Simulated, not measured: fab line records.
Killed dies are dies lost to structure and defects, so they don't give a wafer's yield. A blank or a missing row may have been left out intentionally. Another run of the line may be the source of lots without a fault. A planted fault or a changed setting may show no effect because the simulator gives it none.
A lot that was struck, set against a sound lot | flow gf180mcu | 15 steps out of a route of 602
Sound: wafers L516.2, L516.3, L516.6. Struck: wafer L525.2. (L525.3, L525.4 of the same lot were not struck and are left out.) The cause comes at the end.
Per side, at each step with rows, come the tool, then ch with its chambers, and then its first start. Under that, the readings that differ: sound wafers | struck wafers | difference of the means | sigmas: that difference in standard deviations of wafers without a fault.
alike: readings whose means differ by less than 2 such deviations, and words and numbers that are the same on both sides. not compared: withheld readings, readings that some wafer has no value for, bounds like >300 that may hide the same value, and numbers for which the record gives no deviation and whose values overlap.
The two part at a step that has a row with sigmas, a row that says differs or no value, or rows on one side only. Numbers that have no deviation but don't overlap get no sigmas and don't part them. A reading that every wafer of one side lacks parts them only if that side has two wafers or more.

GF_V2_CMP_04: polishes SiO2.
  sound on cmp-02 ch 0,1,2, day 19 07:32; struck on cmp-02 ch 2, day 23 02:29
reading             | sound    | struck | difference | sigmas
timeToEndpointS (s) | 72 71 85 | 61     | -15        | -2
  alike: motorCurrentA
GF_V2_BOW_MEAS_05:
  sound: filmMetro-03 at day 19 07:45; struck: filmMetro-01 at day 23 02:46
  alike: V2_BOW
then, 8 steps without rows for these wafers: GF_V2_DEHYDRATE_06 (time 60 s); GF_V2_HMDS_07 (prime time 60 s); GF_V2_COAT_08; GF_V2_COAT_09 (resist thk 1000 nm); GF_V2_SOFTBAKE_10 (time 60 s); GF_V2_EXPOSE_11 (exposes mask Via2, target cd 260 nm); GF_V2_PEB_12 (peb time 90 s); GF_V2_DEVELOP_13 (develop time 60 s).
GF_V2_CD_MEAS_14: target cd 260 nm.
  sound: cdSem-01 at day 20 08:05; struck: cdSem-01 at day 24 01:53
  alike: cdNm
GF_V2_OVL_MEAS_15:
  sound: overlay-02 at day 20 08:12; struck: overlay-01 at day 24 01:59
  alike: V2_OVL
GF_V2_ETCH_16: etches BARC in N2/H2.
  sound on rieDiel-02 ch 0,1,2, day 20 08:14; struck on rieDiel-02 ch 2, day 24 02:01
reading              | sound                | struck | difference | sigmas
rfFwdPowerW (W)      | 496.9 495.8 495.4    | 577.3  | +81.3      | +39
throttleValvePct (%) | 13.246 13.219 13.230 | 13.213 | -0.019     | -2
  alike: drypumpMotorCurrentA, oesProductAu
GF_V2_ETCH_17: etches SiO2 in C4F8/O2/Ar, stops on TiN, target depth 630 nm.
  sound: rieDiel-02 ch 0,1,2; struck: rieDiel-02 ch 2
  alike: oesProductAu, rfFwdPowerW
-- the record jumps here: 8 days lie between the struck wafers' starts before and after (it left off in module V2 and takes up again in module PASSIVATION, whose first step shown is number 602 of the route) --
GF_PASSIVATION_PROBE_99:
  record: rows for the struck wafers here (prober-01, day 32 01:06), none for the sound ones

== WHERE THEY PART ==
Last at GF_PASSIVATION_PROBE_99 as far as this record goes, first at GF_V2_CMP_04.

WHY: what the simulator had put in
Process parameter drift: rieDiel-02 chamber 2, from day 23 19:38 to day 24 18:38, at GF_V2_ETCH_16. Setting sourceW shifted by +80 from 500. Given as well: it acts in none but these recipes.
